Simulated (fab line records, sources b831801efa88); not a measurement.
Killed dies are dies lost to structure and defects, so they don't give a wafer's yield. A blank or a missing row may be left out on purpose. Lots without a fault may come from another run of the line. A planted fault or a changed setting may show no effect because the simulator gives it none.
fab line records | flow sky130
record lots=6 wafers=18 last_day=50
route steps=708 shown VIA3@591 METAL4@598 CAP2M@603 PAD_OPEN@708
lots that met no fault: from a run of the same line without faults
start_h: hours from the record's first day to the start of the lot's first wafer shown | wait_h: hours since the lot's step before | " the same as in the row above | L1.1+2: a row that stands for several wafers | - no value, or no start given | * or withheld: withheld | < > ~ a bound
route shown NAME@n: a module of which the file shows steps, and the number in the route of the first | usual: mean/standard deviation of fault-free wafers | same: alike in all rows | chamber/n: place in a boat | sites: the reading at each site | _std_site: their standard deviation | _edge_site: outer sites' mean less inner sites' | radius_mm: how far each site lies from the wafer's centre | mask NAME#n: copy n | behind: the tool/chamber that last shaped the wafer | hold: why the lot was held/for how many hours/how that ended | device: the transistor (n, p or np) that didn't switch | end of line: the same wafers' tests at the end of the route | a step without rows: its recipe alone | killed: dies lost to structure and defects at the first sort, not the wafer's yield | map: a wafer's dies, x killed, . not, _ none there
set.NAME: the setting as run; set.NAME@STEP: as run at that earlier step | model.NAME: the simulator's own value behind a step, which no gauge read
lots at some steps of the route; a table a step, a row a wafer
services: from which hour (start_h, from the record's first day; less than 0 if before it) a tool's chamber was out of use, for how many hours, and why
## steps
# step SKY_VIA3_CLEAN_18
# recipe chemistry=IPA time_s=180 temp_c=25
# step SKY_VIA3_CLEAN_19
# recipe chemistry=O3/DIW dry=n2_spin
# step SKY_VIA3_SPUTTER_20
# recipe material=TiN target_thk_nm=20 chamber_pressure_pa=5 power_w=4000 time_s=80
# step SKY_VIA3_CVD_21
# recipe material=W target_thk_nm=390 time_s=117.31 temp_c=400 pressure_torr=40
# step SKY_VIA3_RS_MEAS_22
# recipe thk_meas_gauge=four-point-probe reads=W_of_VIA3_CVD_21+TiN_of_VIA3_SPUTTER_20
# usual VIA3_W_RS=0.2957/0.003
# columns lot.wafer tool chamber start_h wait_h VIA3_W_RS[ohm/sq]
L105.1 film_metro-02 - 941.62 0.1 0.3011
L105.2 " - " " 0.2998
L105.5 " - " " 0.3024
L109.1 film_metro-02 - 951.48 0.1 0.2965
L109.2 " - " " 0.2988
L109.6 " - " " 0.2937
L115.3 film_metro-03 - 1002.01 0.1 0.2923
L115.4 " - " " 0.2969
L115.5 " - " " 0.2963
L114.2 film_metro-03 - 1007.36 0.1 0.2988
L114.4 " - " " 0.2943
L114.6 " - " " 0.2994
L120.1 film_metro-03 - 1030.90 0.1 0.2930
L120.4 " - " " 0.2907
L120.5 " - " " 0.2980
L127.2 film_metro-02 - 1077.53 0.1 0.2921
L127.5 " - " " 0.2949
L127.6 " - " " 0.2946
# step SKY_VIA3_THK_MEAS_23
# recipe thk_meas_gauge=xrf reads=W_of_VIA3_CVD_21
# usual VIA3_W_THK=405/7.3
# columns lot.wafer tool chamber start_h wait_h VIA3_W_THK[nm]
L105.1 film_metro-02 - 941.74 0.1 387
L105.2 " - " " 389
L105.5 " - " " 384
L109.1 film_metro-02 - 951.60 0.1 394
L109.2 " - " " 389
L109.6 " - " " 397
L115.3 film_metro-03 - 1002.11 0.1 409
L115.4 " - " " 401
L115.5 " - " " 402
L114.2 film_metro-03 - 1007.47 0.1 398
L114.4 " - " " 405
L114.6 " - " " 398
L120.1 film_metro-03 - 1031.02 0.1 410
L120.4 " - " " 416
L120.5 " - " " 404
L127.2 film_metro-02 - 1077.64 0.1 408
L127.5 " - " " 406
L127.6 " - " " 403
# step SKY_VIA3_CMP_24
# recipe stop_on=SiO2 t_overpolish_s=20 down_force_psi=3.5 platen_rpm=60 target_thk_nm=0 pad_velocity_m_s=0.94248
# usual motor_current_A=11.5/1.2 overpolish_run_s=20.001/0.0081 time_to_endpoint_s=92/3.7
# columns lot.wafer tool chamber start_h wait_h motor_current_A overpolish_run_s time_to_endpoint_s
L105.1 cmp-01 1 941.80 0.1 10.9 20.004 85
L105.2 " 3 " " 10.3 20.007 95
L105.5 " 1 " " 10.8 20.013 87
L109.2 cmp-02 3 951.66 0.0 11.4 19.996 95
L109.1 " 1 " " 14.5 19.997 97
L109.6 " 3 " " 11.0 19.993 95
L115.4 cmp-01 1 1002.15 0.0 11.0 19.997 85
L115.3 " 0 " " 11.2 20.002 93
L115.5 " 2 " " 12.8 20.012 89
L114.2 cmp-01 0 1007.52 0.0 11.1 20.003 91
L114.4 " 2 " " 12.1 20.005 95
L114.6 " 0 " " 11.5 20.010 91
L120.4 cmp-01 3 1031.08 0.0 10.9 20.004 93
L120.1 " 2 " " 12.1 20.003 91
L120.5 " 0 " " 11.5 20.010 86
L127.2 cmp-01 2 1077.87 0.2 12.4 19.990 90
L127.6 " 2 " " 12.3 19.999 92
L127.5 " 3 " " 10.8 20.011 92
# step SKY_METAL4_SPUTTER_00
# recipe material=Ti target_thk_nm=15 power_w=3000 time_s=10 chamber_pressure_pa=0.4
# usual throttle_valve_pct=29.6/1.6
# columns lot.wafer tool chamber start_h wait_h throttle_valve_pct
L105.1 pvd_sputter-01 - 942.10 0.2 28.2
L105.2 " - " " 28.5
L105.5 " - " " 28.7
L109.1 pvd_sputter-02 - 951.96 0.1 26.9
L109.2 " - " " 29.5
L109.6 " - " " 27.1
L115.3 pvd_sputter-02 - 1002.45 0.1 29.3
L115.4 " - " " 31.4
L115.5 " - " " 30.3
L114.2 pvd_sputter-02 - 1007.82 0.2 29.3
L114.4 " - " " 26.6
L114.6 " - " " 26.9
L120.1 pvd_sputter-04 - 1031.38 0.1 28.9
L120.4 " - " " 30.8
L120.5 " - " " 30.5
L127.2 pvd_sputter-02 - 1078.17 0.2 31.5
L127.5 " - " " 31.5
L127.6 " - " " 26.8
# step SKY_METAL4_SPUTTER_01
# recipe material=TiN target_thk_nm=20 power_w=6500 time_s=16.7 chamber_pressure_pa=0.4
# step SKY_METAL4_SPUTTER_02
# recipe material=AlCu target_thk_nm=735 power_w=10600 time_s=39.1 chamber_pressure_pa=0.4
# usual throttle_valve_pct=29.6/1.7
# columns lot.wafer tool chamber start_h wait_h throttle_valve_pct
L105.1 pvd_sputter-01 - 942.15 0.0 28.6
L105.2 " - " " 28.2
L105.5 " - " " 28.3
L109.1 pvd_sputter-02 - 952.00 0.0 26.8
L109.2 " - " " 29.1
L109.6 " - " " 26.8
L115.3 pvd_sputter-02 - 1002.49 0.0 29.2
L115.4 " - " " 31.3
L115.5 " - " " 30.4
L114.2 pvd_sputter-02 - 1007.87 0.0 29.5
L114.4 " - " " 26.7
L114.6 " - " " 26.9
L120.1 pvd_sputter-04 - 1031.43 0.0 29.0
L120.4 " - " " 30.8
L120.5 " - " " 30.8
L127.2 pvd_sputter-02 - 1078.22 0.0 31.7
L127.5 " - " " 31.7
L127.6 " - " " 26.9
# step SKY_METAL4_SPUTTER_03
# recipe material=Ti target_thk_nm=5 power_w=3000 time_s=3.3 chamber_pressure_pa=0.4
# step SKY_METAL4_SPUTTER_04
# recipe material=TiN target_thk_nm=70 power_w=6500 time_s=58.3 chamber_pressure_pa=0.4
# usual throttle_valve_pct=29.6/1.7
# columns lot.wafer tool chamber start_h wait_h throttle_valve_pct
L105.1 pvd_sputter-01 - 942.21 0.0 28.3
L105.2 " - " " 28.2
L105.5 " - " " 28.7
L109.1 pvd_sputter-02 - 952.06 0.0 26.9
L109.2 " - " " 29.3
L109.6 " - " " 26.8
L115.3 pvd_sputter-02 - 1002.55 0.0 29.4
L115.4 " - " " 31.6
L115.5 " - " " 30.4
L114.2 pvd_sputter-02 - 1007.93 0.0 29.3
L114.4 " - " " 26.9
L114.6 " - " " 26.8
L120.1 pvd_sputter-04 - 1031.49 0.0 29.0
L120.4 " - " " 30.6
L120.5 " - " " 30.9
L127.2 pvd_sputter-02 - 1078.28 0.0 31.4
L127.5 " - " " 31.6
L127.6 " - " " 26.9
# step SKY_CAP2M_CVD_00
# recipe material=SiO2 target_thk_nm=15.5 temp_c=400 time_s=withheld rf_w=450
# usual heater_power_w=730/110
# columns lot.wafer tool chamber start_h wait_h heater_power_w
L105.1 pecvd-01 1 942.26 0.0 632
L105.2 " 0 " " 759
L105.5 " 2 " " 792
L109.1 pecvd-03 1 952.11 0.0 587
L109.2 " 2 " " 527
L109.6 " 0 " " 648
L115.3 pecvd-01 0 1002.61 0.0 739
L115.4 " 2 " " 744
L115.5 " 0 " " 748
L114.2 pecvd-01 2 1007.97 0.0 763
L114.4 " 2 " " 780
L114.6 " 0 " " 840
L120.1 pecvd-03 1 1031.54 0.0 635
L120.4 " 0 " " 638
L120.5 " 2 " " 637
L127.2 pecvd-03 2 1078.33 0.0 638
L127.5 " 1 " " 658
L127.6 " 2 " " 625
# step SKY_CAP2M_THK_MEAS_01
# recipe reads=SiO2_of_CAP2M_CVD_00
# usual CAP2M_CVD_00_THK=15.48/0.22
# columns lot.wafer tool chamber start_h wait_h CAP2M_CVD_00_THK[nm]
L105.1 film_metro-02 - 942.32 - 15.50
L105.2 " - " " 15.44
L105.5 " - " " 15.53
L109.1 film_metro-03 - 952.13 - 15.25
L109.2 " - " " 15.12
L109.6 " - " " 15.74
L115.3 film_metro-03 - 1002.65 - 15.47
L115.4 " - " " 15.45
L115.5 " - " " 15.48
L114.2 film_metro-02 - 1008.02 - 15.28
L114.4 " - " " 15.29
L114.6 " - " " 15.43
L120.1 film_metro-04 - 1031.56 - 15.22
L120.4 " - " " 15.32
L120.5 " - " " 15.52
L127.2 film_metro-03 - 1078.36 - 15.33
L127.5 " - " " 15.33
L127.6 " - " " 15.48
# step SKY_CAP2M_SPUTTER_02
# recipe material=TiN target_thk_nm=200 temp_c=300 power_w=6500 time_s=166.7 chamber_pressure_pa=0.4
# step SKY_CAP2M_RS_MEAS_03
# recipe thk_meas_gauge=four-point-probe reads=TiN_of_CAP2M_SPUTTER_02
# usual CAP2M_TIN_RS=6.90/0.074
# columns lot.wafer tool chamber start_h wait_h CAP2M_TIN_RS[ohm/sq]
L105.1 film_metro-04 - 942.49 0.1 6.97
L105.2 " - " " 7.01
L105.5 " - " " 6.98
L109.1 film_metro-02 - 952.30 0.1 6.94
L109.2 " - " " 6.84
L109.6 " - " " 6.90
L115.3 film_metro-02 - 1002.84 0.1 6.93
L115.4 " - " " 6.89
L115.5 " - " " 6.96
L114.2 film_metro-04 - 1008.20 0.1 6.96
L114.4 " - " " 6.88
L114.6 " - " " 6.85
L120.1 film_metro-03 - 1031.73 0.1 6.86
L120.4 " - " " 6.79
L120.5 " - " " 6.83
L127.2 film_metro-04 - 1078.54 0.1 7.00
L127.5 " - " " 7.10
L127.6 " - " " 7.08
# step SKY_CAP2M_THK_MEAS_04
# recipe thk_meas_gauge=xrf reads=TiN_of_CAP2M_SPUTTER_02
# usual CAP2M_TIN_THK=203.2/2.3
# columns lot.wafer tool chamber start_h wait_h CAP2M_TIN_THK[nm]
L105.1 film_metro-04 - 942.61 0.1 200.5
L105.2 " - " " 198.7
L105.5 " - " " 199.7
L109.1 film_metro-02 - 952.42 0.1 202.1
L109.2 " - " " 204.9
L109.6 " - " " 203.8
L115.3 film_metro-02 - 1002.94 0.1 201.7
L115.4 " - " " 204.2
L115.5 " - " " 201.0
L114.2 film_metro-04 - 1008.31 0.1 201.8
L114.4 " - " " 202.9
L114.6 " - " " 203.7
L120.1 film_metro-03 - 1031.85 0.1 204.6
L120.4 " - " " 207.7
L120.5 " - " " 206.1
L127.2 film_metro-04 - 1078.65 0.1 200.5
L127.5 " - " " 197.9
L127.6 " - " " 198.3
# step SKY_CAP2M_DEHYDRATE_05
# recipe temp_c=200 time_s=60
# step SKY_CAP2M_HMDS_06
# recipe prime_time_s=60 prime_temp_c=120
# step SKY_CAP2M_COAT_07
# recipe resist=NOVOLAK spin_rpm=3000 resist_thk_nm=1140
# step SKY_CAP2M_SOFTBAKE_08
# recipe temp_c=90 time_s=60 resist=NOVOLAK
# step SKY_CAP2M_EXPOSE_09
# recipe mask_id=CAP2M na=0.6 source_shape=conventional sigma_outer=0.6 polarization=unpolarized target_cd_nm=1000 dose_mj=159
# step SKY_CAP2M_PEB_10
# recipe temp_c=withheld time_s=* resist=NOVOLAK
# step SKY_CAP2M_DEVELOP_11
# recipe resist=NOVOLAK developer=TMAH develop_time_s=60 dev_temp_c=23
# step SKY_CAP2M_OVL_MEAS_12
# usual CAP2M_OVL=0.7/1.4
# columns lot.wafer tool chamber start_h wait_h CAP2M_OVL[nm]
L105.1 overlay-02 - 965.74 0.1 1.4
L105.2 " - " " 0.6
L105.5 " - " " 2.2
L109.1 overlay-02 - 975.27 0.1 2.5
L109.2 " - " " 1.1
L109.6 " - " " 0.2
L115.3 overlay-02 - 1024.76 0.1 0.1
L115.4 " - " " 1.4
L115.5 " - " " 2.1
L114.2 overlay-02 - 1030.70 0.1 0.3
L114.4 " - " " 1.9
L114.6 " - " " 1.2
L120.1 overlay-02 - 1054.15 0.1 3.6
L120.4 " - " " 0.5
L120.5 " - " " 1.0
L127.2 overlay-02 - 1099.87 0.1 -0.6
L127.5 " - " " 0.8
L127.6 " - " " 0.2
# step SKY_CAP2M_METAL_ETCH_13
# recipe target_depth_nm=220 stop_on=SiO2 chemistry=Cl2/BCl3 target=TiN pressure_mtorr=10 icp_w=900 bias_w=48.5 Cl2_flow_sccm=60 bcl3_flow_sccm=30 time_s=62.9
# step SKY_CAP2M_STRIP_14
# recipe chemistry=O2/N2 power_w=1400 pressure_mtorr=1500 platen_temp_c=withheld o2_flow_sccm=3000 n2_flow_sccm=300 overash_fraction=0.5
# usual drypump_motor_current_A=5.3/0.39 oes_product_au=0.710/0.0045 strip_time_to_endpoint_s=12.66/0.042
# columns lot.wafer tool chamber start_h wait_h drypump_motor_current_A oes_product_au rf_hours_counter_h strip_time_to_endpoint_s
L105.1 plasma_asher-01 1 965.86 0.1 4.7 0.712 23 12.67
L105.2 " 0 " " 5.9 0.706 23 12.64
L105.5 " 0 " " 5.9 0.710 - 12.61
L109.1 plasma_asher-01 1 975.38 0.1 4.7 0.709 24 12.65
L109.2 " 0 " " 5.9 0.709 24 12.68
L109.6 " 0 " " 5.8 0.716 - 12.62
L115.3 plasma_asher-03 0 1024.90 0.1 5.2 0.714 - 12.62
L115.4 " 1 " " 5.3 0.703 - 12.68
L115.5 " 1 " " 5.3 0.708 - 12.65
L114.2 plasma_asher-03 1 1030.81 0.1 5.2 0.718 59 12.58
L114.4 " 0 " " 5.2 0.699 - 12.63
L114.6 " 0 " " 5.3 0.715 - 12.65
L120.1 plasma_asher-01 1 1054.34 0.1 4.7 0.712 31 12.66
L120.4 " 0 " " 5.9 0.719 - 12.69
L120.5 " 0 " " 5.9 0.711 - 12.69
L127.2 plasma_asher-03 0 1099.98 0.1 5.2 0.704 66 12.61
L127.5 " 0 " " 5.2 0.718 - 12.74
L127.6 " 1 " " 5.3 0.717 - 12.69
# step SKY_CAP2M_STRIP_15
# recipe chemistry=post_etch_residue_remover time_s=1200 temp_c=72.5
# step SKY_CAP2M_CLEAN_16
# recipe chemistry=IPA time_s=180 temp_c=25
# step SKY_CAP2M_CLEAN_17
# recipe chemistry=O3/DIW dry=n2_spin
# step SKY_METAL4_DEHYDRATE_05
# recipe temp_c=200 time_s=60
# step SKY_METAL4_HMDS_06
# recipe prime_time_s=60 prime_temp_c=120
# step SKY_METAL4_COAT_07
# recipe resist=BARC temp_c=withheld time_s=withheld spin_rpm=3000 resist_thk_nm=60
# step SKY_METAL4_COAT_08
# recipe resist=KrF-thick spin_rpm=3000 resist_thk_nm=1140
# step SKY_METAL4_SOFTBAKE_09
# recipe temp_c=100 time_s=90 resist=KrF-thick
# step SKY_METAL4_EXPOSE_10
# recipe mask_id=MM4 na=0.68 source_shape=annular sigma_inner=0.4 sigma_outer=0.8 target_cd_nm=300 dose_mj=28
# step SKY_METAL4_PEB_11
# recipe peb_temp_c=withheld peb_time_s=withheld resist=KrF-thick
# step SKY_METAL4_DEVELOP_12
# recipe develop_time_s=60 resist=KrF-thick dev_temp_c=21
# step SKY_METAL4_CD_MEAS_13
# recipe target_cd_nm=300
# usual cd_nm=300.0/1.4
# columns lot.wafer tool chamber start_h wait_h cd_nm
L105.1 cd_sem-01 - 991.17 - 299.6
L105.2 " - " " 298.2
L105.5 " - " " 298.5
L109.1 cd_sem-01 - 998.38 - 300.4
L109.2 " - " " 299.0
L109.6 " - " " 298.8
L115.3 cd_sem-01 - 1048.44 - 300.1
L115.4 " - " " 301.8
L115.5 " - " " 301.8
L114.2 cd_sem-01 - 1054.21 - 300.3
L114.4 " - " " 300.9
L114.6 " - " " 300.2
L120.1 cd_sem-01 - 1077.55 - 301.2
L120.4 " - " " 299.8
L120.5 " - " " 299.2
L127.2 cd_sem-02 - 1119.85 - 300.5
L127.5 " - " " 299.0
L127.6 " - " " 298.3
# step SKY_METAL4_OVL_MEAS_14
# usual METAL4_OVL=-2/5
# columns lot.wafer tool chamber start_h wait_h METAL4_OVL[nm]
L105.1 overlay-02 - 991.29 0.1 -8
L105.2 " - " " -4
L105.5 " - " " -7
L109.1 overlay-01 - 998.50 0.1 -7
L109.2 " - " " -2
L109.6 " - " " -9
L115.3 overlay-01 - 1048.53 0.1 -11
L115.4 " - " " -10
L115.5 " - " " -7
L114.2 overlay-01 - 1054.32 0.1 -1
L114.4 " - " " -6
L114.6 " - " " -1
L120.1 overlay-02 - 1077.67 0.1 17
L120.4 " - " " 11
L120.5 " - " " 10
L127.2 overlay-02 - 1119.96 0.1 -1
L127.5 " - " " -1
L127.6 " - " " -2
# step SKY_METAL4_DESCUM_15
# recipe chemistry=O2 source_power_w=150 bias_power_w=0 pressure_mtorr=10 temp_c=40 time_s=8
# step SKY_METAL4_ETCH_16
# recipe chemistry=N2/H2 target=BARC ion_energy_ev=200 bias_w=100 pressure_mtorr=30 n2_flow_sccm=100 h2_flow_sccm=200 icp_w=500 stop_on=SiO2 time_s=88.2 target_depth_a=600
# step SKY_PAD_OPEN_PROBE_99
# usual defect_limited_yield=82.5/1.9 killed_at_M0_to_M3=43/7.2 killed_at_M4_up=3.1/1.8 killed_at_contacts=24/5.4 killed_at_front_end=15/4.4 killed_at_other=0.4/0.56 killed_dies=86/9.3 killed_open=47/6.9 killed_short=39/6.6 sort_bin_3_pad_short=0.9/0.43 sort_bin_5_function=10.4/1.5 sort_bin_6_memory=6.2/1.1 sort_n_pass=406/9.3 sort_yield_pct=82.5/1.9
# same gross_dies=492 killed_at_back_side=0 sort_bin_4_leakage[%]=0 sort_bin_8_speed[%]=0
# columns lot.wafer tool chamber start_h wait_h hold defect_limited_yield[%] killed_at_M0_to_M3 killed_at_M4_up killed_at_contacts killed_at_front_end killed_at_other killed_dies killed_open killed_short sort_bin_3_pad_short[%] sort_bin_5_function[%] sort_bin_6_memory[%] sort_n_pass sort_yield_pct[%] model.etest.tester.sort_n_pass model.etest.tester.sort_yield_pct model.etest.tester.sort_bin_5_pct model.etest.tester.sort_bin_3_pct
L105.1 prober-02 - 1088.67 0.1 - 87.4 33 2 17 10 0 62 34 28 0.4 7.5 4.7 430 87.4 430 87.4 7.52 0.4065
L105.2 prober-02 - 1088.72 0.1 - 86.0 28 2 22 17 0 69 39 30 0.6 7.7 5.7 423 86.0 423 85.98 7.724 0.6098
L105.5 prober-02 - 1088.87 0.2 - 82.5 40 2 28 16 0 86 52 34 0.6 8.7 8.1 406 82.5 406 82.52 8.74 0.6098
L115.3 prober-02 - 1138.79 0.2 await_dispo/5.4h/release 81.3 52 4 21 14 1 92 52 40 0.6 11.8 6.3 400 81.3 400 81.3 11.79 0.6098
L115.4 prober-02 - 1138.84 0.2 await_dispo/5.4h/release 70.5 48 5 23 7 62 145 44 39 3.7 18.7 7.1 347 70.5 347 70.53 18.7 3.659
L115.5 prober-02 - 1138.89 0.2 await_dispo/5.4h/release 82.9 49 2 23 10 0 84 48 36 1.2 10.6 5.3 408 82.9 408 82.93 10.57 1.22
L114.2 prober-01 - 1142.22 0.1 await_dispo/2.2h/release 73.4 30 1 17 18 65 131 36 29 4.5 16.7 5.5 361 73.4 361 73.37 16.67 4.472
L114.4 prober-01 - 1142.32 0.2 await_dispo/2.2h/release 71.3 35 4 29 10 63 141 44 35 5.3 17.1 6.3 351 71.3 351 71.34 17.07 5.285
L114.6 prober-01 - 1142.42 0.2 await_dispo/2.2h/release 81.9 52 2 29 6 0 89 50 38 0.4 12.0 5.7 403 81.9 403 81.91 11.99 0.4065
L120.1 prober-02 - 1163.45 0.1 - 86.8 36 6 13 10 0 65 30 35 1.0 8.1 4.1 427 86.8 427 86.79 8.13 1.016
L120.4 prober-02 - 1163.60 0.2 - 82.3 38 4 26 19 0 87 41 46 1.4 8.9 7.3 405 82.3 405 82.32 8.943 1.423
L120.5 prober-02 - 1163.65 0.2 - 86.8 35 1 16 12 1 65 37 27 0.4 7.3 5.5 427 86.8 427 86.79 7.317 0.4065
L127.2 prober-01 - 1196.75 0.1 - 85.0 35 5 14 18 2 74 44 28 0.6 8.7 5.7 418 85.0 418 84.96 8.74 0.6098
L127.5 prober-01 - 1196.90 0.2 - 83.9 44 6 16 12 1 79 37 40 1.6 8.7 5.7 413 83.9 413 83.94 8.74 1.626
L127.6 prober-01 - 1196.95 0.2 - 84.1 36 2 29 10 1 78 43 34 0.6 9.1 6.1 414 84.1 414 84.15 9.146 0.6098
# killed by level:class
L105.1 VIA2:geometric_particle:open=9 CONTACT:geometric_particle:open=6 VIA1:geometric_particle:open=6 CONTACT:geometric_particle:short=5 LOCAL_INTERCONNECT:geometric_particle:short=4 POLY_GATE:geometric_particle:open=3 VIA3:geometric_particle:open=3 METAL2:geometric_particle:short=3
L105.2 CONTACT:geometric_particle:open=8 VIA2:geometric_particle:open=8 CONTACT:geometric_particle:short=6 POLY_GATE:geometric_particle:short=5 LI_CONTACT:geometric_particle:open=5 VIA3:geometric_particle:open=5 METAL1:geometric_particle:short=4 VIA1:geometric_particle:open=4
L105.5 CONTACT:geometric_particle:open=14 VIA1:geometric_particle:open=8 VIA3:geometric_particle:open=7 VIA2:geometric_particle:open=6 CONTACT:geometric_particle:short=5 VIA1:geometric_particle:short=5 FIELD_ISO:geometric_particle:open=4 POLY_GATE:geometric_particle:open=4
L115.3 VIA1:geometric_particle:open=15 VIA1:geometric_particle:short=9 VIA2:geometric_particle:open=9 METAL2:geometric_particle:short=7 LOCAL_INTERCONNECT:geometric_particle:short=6 LI_CONTACT:geometric_particle:open=5 CONTACT:geometric_particle:open=5 POLY_GATE:geometric_particle:open=4
L115.4 CAP2M:unspecified=62 VIA1:geometric_particle:open=11 CONTACT:geometric_particle:open=9 VIA3:geometric_particle:open=9 VIA1:geometric_particle:short=5 VIA3:geometric_particle:short=4 LI_CONTACT:geometric_particle:open=4 LOCAL_INTERCONNECT:geometric_particle:short=4
L115.5 VIA1:geometric_particle:open=14 METAL1:geometric_particle:short=11 CONTACT:geometric_particle:open=9 METAL2:geometric_particle:short=5 LI_CONTACT:geometric_particle:open=5 VIA2:geometric_particle:open=5 FIELD_ISO:geometric_particle:open=4 LOCAL_INTERCONNECT:geometric_particle:short=4
L114.2 CAP2M:unspecified=65 CONTACT:geometric_particle:open=10 FIELD_ISO:geometric_particle:short=7 VIA1:geometric_particle:open=7 LI_CONTACT:geometric_particle:open=5 VIA1:geometric_particle:short=5 VIA3:geometric_particle:open=4 METAL2:geometric_particle:short=4
L114.4 CAP2M:unspecified=62 CONTACT:geometric_particle:open=12 VIA1:geometric_particle:open=8 LI_CONTACT:geometric_particle:open=6 CONTACT:geometric_particle:short=6 METAL1:geometric_particle:short=6 VIA2:geometric_particle:short=5 VIA2:geometric_particle:open=5
L114.6 CONTACT:geometric_particle:open=14 VIA1:geometric_particle:open=14 METAL2:geometric_particle:short=11 METAL1:geometric_particle:short=6 VIA3:geometric_particle:open=6 CONTACT:geometric_particle:short=5 VIA2:geometric_particle:open=5 LOCAL_INTERCONNECT:geometric_particle:open=4
L120.1 VIA3:geometric_particle:open=6 METAL4:geometric_particle:short=6 VIA1:geometric_particle:open=5 LOCAL_INTERCONNECT:geometric_particle:short=4 VIA1:geometric_particle:short=4 VIA2:geometric_particle:open=4 METAL2:geometric_particle:short=4 METAL3:geometric_particle:short=4
L120.4 VIA1:geometric_particle:open=10 CONTACT:geometric_particle:open=8 LI_CONTACT:geometric_particle:open=7 METAL2:geometric_particle:short=7 CONTACT:geometric_particle:short=5 VIA3:geometric_particle:open=5 VIA1:geometric_particle:short=5 FIELD_ISO:geometric_particle:open=4
L120.5 VIA1:geometric_particle:open=9 FIELD_ISO:geometric_particle:open=6 LI_CONTACT:geometric_particle:open=6 VIA1:geometric_particle:short=5 METAL2:geometric_particle:short=4 METAL3:geometric_particle:short=4 POLY_GATE:geometric_particle:open=3 CONTACT:geometric_particle:short=3
L127.2 VIA1:geometric_particle:open=9 LI_CONTACT:geometric_particle:open=8 POLY_GATE:geometric_particle:open=6 VIA2:geometric_particle:open=5 VIA1:geometric_particle:short=4 VIA3:geometric_particle:open=4 FIELD_ISO:geometric_particle:short=3 METAL1:geometric_particle:short=3
L127.5 VIA3:geometric_particle:open=7 VIA2:geometric_particle:open=7 VIA1:geometric_particle:open=6 LI_CONTACT:geometric_particle:open=5 VIA2:geometric_particle:short=5 FIELD_ISO:geometric_particle:open=4 LOCAL_INTERCONNECT:geometric_particle:short=4 METAL1:geometric_particle:short=4
L127.6 CONTACT:geometric_particle:open=10 VIA3:geometric_particle:open=10 VIA1:geometric_particle:open=9 LI_CONTACT:geometric_particle:open=7 CONTACT:geometric_particle:short=6 POLY_GATE:geometric_particle:open=4 FIELD_ISO:geometric_particle:short=3 LI_CONTACT:geometric_particle:short=3
# map L114.4 (x killed, . not)
__________x........._________
________.....x.....x.x_______
______..x..............._____
_____..x...x..x..x.......____
____..x.....x.xx.x..x.....___
___......x.xxxxxxxxxx.xx...__
__......x...xxxxxxxxx......._
_......x.xx.xxxxxxxxx...xxx..
_........xxxxxxxxxxxxxx......
_.......x....xxxxxxxx........
_.......x..x.xxxxxxxxx...xxx.
_x....x...x...xxxxx.....x..x.
_.....x......x.x.xx.x.....x.x
_xx................x......x..
_.x...........xxx.......x....
__x.x.....xx.........x......_
___.......x.......xx....xx.__
____x....x..............x.___
_____.........xx.xx......____
______xx......x........x_____
________............x._______
__________....x..x.._________
# map L115.4 (x killed, . not)
__________.......xx._________
________....x..xx....._______
______xx..x.xxx.x......x_____
_____.xxx.....x..........____
____..........xxx.x...x...___
___x........xxxxxxx..x....x__
__...xx....x.xxxxxxxx......._
_.......xx.xxxxxxxxxxx....x..
_.x...xx....xxxxxxxxxxx...xx.
_x..........xxxxxxxxxxx......
_...x.......xxxxxxxxx.......x
_....x...x...xxxxx.........xx
_.........x...xxxxx..........
_..............x.....x..x....
_.........xx...x...x.........
__...xxx......x.x.......x..._
___..x.............x..x.x..__
____x.....x....x.xx.......___
_____....x.x........x....____
______x..x.x............_____
________x.x..x....xx.._______
__________.....x...._________
## services
# columns tool chamber start_h hours kind
cmp-01 - 917.95 - consumable_replace:conditioner
cmp-01 - 917.95 - consumable_replace:pad
pecvd-01 1 926.68 7.2 repair
pvd_sputter-02 1 937.88 - consumable_replace:kit
pvd_sputter-02 1 937.88 18.0 scheduled_down
pvd_sputter-02 1 937.88 18.0 vent_cycle
cmp-02 - 946.94 0.8 repair
plasma_asher-01 - 966.57 1.1 repair
plasma_asher-03 - 988.74 5.0 repair
pecvd-03 1 1007.82 5.2 repair
cmp-02 - 1017.87 4.8 repair
pecvd-01 0 1028.08 11.4 repair
cmp-02 - 1030.01 3.4 pm
plasma_asher-01 - 1032.49 3.0 repair
cmp-02 - 1034.97 3.3 repair
pecvd-03 - 1038.74 2.8 pm
cmp-01 - 1045.41 1.4 repair
plasma_asher-01 - 1047.44 3.0 repair
cmp-01 - 1053.96 3.3 repair
pecvd-03 - 1054.02 4.3 pm
pecvd-03 - 1060.22 3.1 repair
cmp-01 - 1065.86 2.4 repair
pvd_sputter-01 - 1081.02 11.1 repair
cmp-02 - 1084.19 4.0 pm
## key
first_sign step=SKY_PAD_OPEN_PROBE_99 reading=killed_at_other direction=up sigmas=63 usual=0.4 struck=63.3
effect step=SKY_PAD_OPEN_PROBE_99 reading=sort_bin_3_pad_short direction=up sigmas=8.4 usual=0.9 struck=4.5
model_effect step=SKY_PAD_OPEN_PROBE_99 value=etest.tester.sort_n_pass without=408.3 struck=353
met_at SKY_CAP2M_CVD_00
struck_wafers L114.2,L114.4,L115.4
onset_between 942.26 1002.61
fault kind=chamber_particle_source tool=pecvd-01 chamber=2 onset_h=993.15 steps=SKY_CAP2M_CVD_00 rate_per_visit_cm2=1.4772 end_h=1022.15
